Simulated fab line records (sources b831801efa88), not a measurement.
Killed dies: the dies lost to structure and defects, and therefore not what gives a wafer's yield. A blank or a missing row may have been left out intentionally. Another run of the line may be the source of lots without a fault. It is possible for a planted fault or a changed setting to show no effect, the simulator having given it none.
Which tool was responsible?    flow gf180mcu    Sampling: 13 lots, 39 wafers, 4 of 602 route steps

## WHAT THE GAUGES SHOWED, per wafer
GF_TOP_METAL_CD_MEAS_14: the cd target is 440 nm.
lot   measured      on         cd nm (nm)
L894  day 28 03:32  cd sem-01  444.7 444.2 446.2
L895  day 28 11:52  cd sem-01  442.7 441.5 441.7
L897  day 28 23:52  cd sem-02  437.2 436.3 438.2
L899  day 29 20:03  cd sem-01  439.2 440.1 440.1
L900  day 30 00:43  cd sem-01  444.7 441.9 441.5
L901  day 30 02:50  cd sem-01  443.2 442.4 441.8
L902  day 30 17:22  cd sem-01  444.2 444.0 442.0
L903  day 30 21:26  cd sem-02  441.5 441.6 442.4
L907  day 31 20:42  cd sem-01  442.7 440.1 442.0
L910  day 32 17:16  cd sem-02  439.6 436.4 437.6
L911  day 33 03:23  cd sem-01  440.3 440.1 436.7
L915  day 33 18:48  cd sem-02  437.7 439.7 438.6
L916  day 34 02:25  cd sem-02  439.3 437.8 437.8

## WHAT TOOL EACH LOT RAN ON (gives the tool, then ch and the chambers of the sampled wafers, and finally the start)
lot   GF_M1_CLEAN_19                   GF_M5_METAL_ETCH_10                GF_V5_CMP_26
L894  wet bench-01 ch 1, day 17 03:43  rie metal-01 ch 0,1, day 26 07:38  cmp-01 ch 0,1,3, day 27 06:53
L895  wet bench-02 ch 2, day 17 14:06  rie metal-04 ch 0,1, day 26 17:11  cmp-02 ch 1,2,3, day 27 16:17
L897  wet bench-02 ch 1, day 18 02:48  rie metal-04 ch 1, day 27 04:02    cmp-01 ch 0,2,3, day 28 04:08
L899  wet bench-01 ch 0, day 19 01:58  rie metal-01 ch 0,1, day 28 01:32  cmp-02 ch 1,2, day 29 00:23
L900  wet bench-03 ch 2, day 19 11:16  rie metal-03 ch 1, day 28 07:26    cmp-01 ch 0,1, day 29 05:38
L901  wet bench-02 ch 0, day 19 15:19  rie metal-01 ch 0,1, day 28 09:20  cmp-02 ch 0,3, day 29 07:26
L902  wet bench-01 ch 0, day 20 11:04  rie metal-01 ch 0,1, day 29 01:32  cmp-02 ch 1,2, day 29 23:08
L903  wet bench-03 ch 3, day 20 14:54  rie metal-03 ch 0,1, day 29 05:10  cmp-02 ch 0,1,3, day 30 02:29
L907  wet bench-02 ch 0, day 21 23:38  rie metal-04 ch 0,1, day 30 07:29  cmp-01 ch 1,2,3, day 31 03:34
L910  wet bench-01 ch 2, day 23 05:10  rie metal-01 ch 1, day 31 04:25    cmp-01 ch 0,2, day 32 00:41
L911  wet bench-02 ch 2, day 23 14:49  rie metal-01 ch 0,1, day 31 15:50  cmp-02 ch 1,2,3, day 32 10:49
L915  wet bench-02 ch 1, day 24 14:06  rie metal-04 ch 0, day 32 08:32    cmp-01 ch 0,1, day 33 02:58
L916  wet bench-03 ch 1, day 25 02:31  rie metal-03 ch 0,1, day 32 15:34  cmp-01 ch 0,1,2, day 33 10:32
- GF_M1_CLEAN_19: cleans in DIW.
- GF_M5_METAL_ETCH_10: etches the open film in Cl2/BCl3, stops on SiO2, target depth 627.5 nm, time 104.6 s.
- GF_V5_CMP_26: polishes, stops on SiO2, t overpolish 15 s, target thk 0 nm.

## AS READ BY THE TOOLS THEMSELVES (means over the sampled wafers that have a number; for cases with no such wafer, the mark the record gives instead)
GF_M5_METAL_ETCH_10.
lot   tool          drypump motor current A (A)  oes product au (a.u.)  throttle valve pct (%)
L894  rie metal-01  6.43                         0.974                  28.242
L895  rie metal-04  6.05                         0.971                  28.244
L897  rie metal-04  5.89                         0.975                  28.249
L899  rie metal-01  6.40                         0.968                  28.253
L900  rie metal-03  6.06                         0.959                  28.268
L901  rie metal-01  6.39                         0.973                  28.245
L902  rie metal-01  6.39                         0.969                  28.256
L903  rie metal-03  5.78                         0.966                  28.253
L907  rie metal-04  6.15                         0.973                  28.250
L910  rie metal-01  6.41                         0.968                  28.249
L911  rie metal-01  6.38                         0.978                  28.241
L915  rie metal-04  6.27                         0.971                  28.250
L916  rie metal-03  5.79                         0.973                  28.244

GF_V5_CMP_26.
lot   tool    motor current A (A)  overpolish run s (s)  time to endpoint s (s)
L894  cmp-01  11.1                 15.007                82
L895  cmp-02  10.5                 14.999                84
L897  cmp-01  11.5                 14.998                81
L899  cmp-02  10.8                 15.001                85
L900  cmp-01  10.1                 14.997                84
L901  cmp-02  11.5                 14.998                82
L902  cmp-02  10.6                 15.002                82
L903  cmp-02  11.1                 15.001                81
L907  cmp-01  10.8                 15.007                84
L910  cmp-01  10.3                 15.005                83
L911  cmp-02  10.6                 14.999                83
L915  cmp-01  10.0                 15.003                86
L916  cmp-01  10.4                 15.001                84

## THE ANSWER, worked out from the rows above alone
Rule: the lots themselves supply what counts as usual. The widest of any qualifying gaps counts: lots, ordered by their means at a reading, are off when they make up no more than a third of the lots, leave a main group of 4 or more, and stand apart from it by 3 or more times the standard deviation of that group's means. Not used: any main group whose means are identical at the precision the tables above print for the reading. Also off: a lot with no number at a reading for which 4 or more lots have one. Any other lot the step has rows for is counted as sound. After the gauges, taken in route order, come the tools' own readings; for these a lot's mean is taken, as printed above. At the first step where some lot is off, the reading lying furthest off is the one used; lots without a number count as furthest.
Across all readings shown, no lot is off: no conclusion can be drawn from this.

## WHAT THE SIMULATOR HAD PUT IN
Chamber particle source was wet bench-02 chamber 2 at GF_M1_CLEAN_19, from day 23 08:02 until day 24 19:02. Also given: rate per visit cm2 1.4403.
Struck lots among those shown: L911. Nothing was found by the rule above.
